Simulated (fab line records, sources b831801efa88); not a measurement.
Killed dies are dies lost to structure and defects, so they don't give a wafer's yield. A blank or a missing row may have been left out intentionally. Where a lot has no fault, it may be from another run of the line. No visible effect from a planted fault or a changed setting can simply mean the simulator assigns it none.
Which tool was responsible?	flow sky130	13 lots (38 wafers sampled), 1 step of a 708-step route

## WHAT THE GAUGES SHOWED, per wafer
SKY_METAL2_CD_MEAS_15: the cd target is 140 nm.
lot	measured	on	cdNm (nm)
L532	day 35 00:39	cdSem-02	142.1 141.8 141.4
L533	day 35 09:04	cdSem-02	141.1 139.5 140.3
L537	day 36 15:05	cdSem-01	141.9 142.1 141.2
L536	day 36 15:26	cdSem-01	138.3 137.8 137.0
L541	day 37 19:27	cdSem-02	140.0 139.5
L547	day 39 15:39	cdSem-02	141.7 141.8 141.6
L548	day 40 02:08	cdSem-01	139.9 139.3 137.6
L549	day 40 10:43	cdSem-01	142.0 140.5 140.0
L550	day 40 14:02	cdSem-01	139.0 138.6 138.7
L551	day 41 01:02	cdSem-02	141.2 138.5 140.0
L552	day 41 02:16	cdSem-02	139.5 140.0 140.0
L554	day 41 10:29	cdSem-01	137.7 139.8 140.1
L555	day 41 15:41	cdSem-02	139.8 138.2 138.3

## WHAT TOOL EACH LOT RAN ON (gives the tool, then ch and the chambers of the sampled wafers, and finally the start)
The record holds no process step before these readings.

## AS READ BY THE TOOLS THEMSELVES (means over the sampled wafers that have a number; for cases with no such wafer, the mark the record gives instead)
The record holds no such reading with a usual standard deviation.

## THE ANSWER, worked out from the rows above alone
Rule: what is usual is taken from the lots themselves. The widest of any qualifying gaps counts: lots, ordered by their means at a reading, are off when they make up no more than a third of the lots, leave a main group of 4 or more, and stand apart from it by 3 or more times the standard deviation of that group's means. Not used: any main group whose means are identical at the precision the tables above print for the reading. A lot without any number at a reading at which 4 lots or more have one is off too. The other lots that the step has rows for count as sound. First the gauges in route order, then the tools' own readings, where a lot's mean is used as printed above. At the first step where some lot is off, the reading lying furthest off is the one used; lots without a number count as furthest.
No lot is off on any of the readings shown, so nothing can be concluded from this.

## WHAT THE SIMULATOR HAD INSERTED
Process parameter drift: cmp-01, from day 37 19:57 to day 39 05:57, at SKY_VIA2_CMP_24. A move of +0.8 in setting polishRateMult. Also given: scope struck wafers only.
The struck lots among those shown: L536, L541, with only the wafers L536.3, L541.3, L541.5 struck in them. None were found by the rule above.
